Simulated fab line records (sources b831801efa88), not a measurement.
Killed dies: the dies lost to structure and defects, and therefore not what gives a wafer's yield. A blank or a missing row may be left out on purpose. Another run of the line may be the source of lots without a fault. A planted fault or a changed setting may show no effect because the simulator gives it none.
Chamber matching	flow sky130	rie_diel-04 running SKY_PASSIVATION_ETCH_11: 4 sister chambers
The step etches the open film in CF4/O2, stops on AlCu, target depth 725 nm, time 161.1 s. 8 wafers are shown with their chamber, then 6 later ones without.

EACH WAFER AND ITS CHAMBER
wafer	chamber	throttle_valve_pct (%)	oes_product_au (a.u.)
L246.2	1	5.963	0.974
L248.2	2	5.971	0.973
L248.6	3	5.958	0.985
L249.1	3	5.959	0.968
L249.2	2	5.967	0.984
L249.3	0	5.981	0.978
L252.1	0	5.972	0.965
L252.4	1	5.966	0.992

WAFERS WITH NO CHAMBER GIVEN
wafer	throttle_valve_pct (%)	oes_product_au (a.u.)
L252.5	5.952	0.967
L258.2	5.966	0.964
L258.4	5.981	0.977
L258.5	5.970	0.975
L261.3	5.969	0.983
L261.4	5.981	0.975

CHAMBER TAKEN BY EACH
wafer	from the rows above	in truth
L252.5	can't be placed: 3 or 1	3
L258.2	can't be placed: 2 or 1 or 3 or 0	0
L258.4	can't be placed: 0 or 2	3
L258.5	can't be placed: 2 or 1 or 0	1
L261.3	can't be placed: 2 or 1 or 0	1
L261.4	0	0
1 of 6 placed correctly. Cannot be placed on the basis of these rows: 5; the candidates contain the true chamber in 4. 0 placed wrongly.
How it was worked out, from the rows above alone: a wafer's distance from a chamber is the root of the sum, over the readings, of the square of ((its reading less the chamber's mean) divided by the reading's scatter). If the next closest chamber is less than 2 further off than the closest, the wafer can't be placed; otherwise it belongs to the closest. A chamber's mean is the mean of its shown wafers. The scatter is the square root of a quotient: the sum, over the shown wafers, of each reading's squared deviation from its chamber's mean, divided by wafers minus chambers.
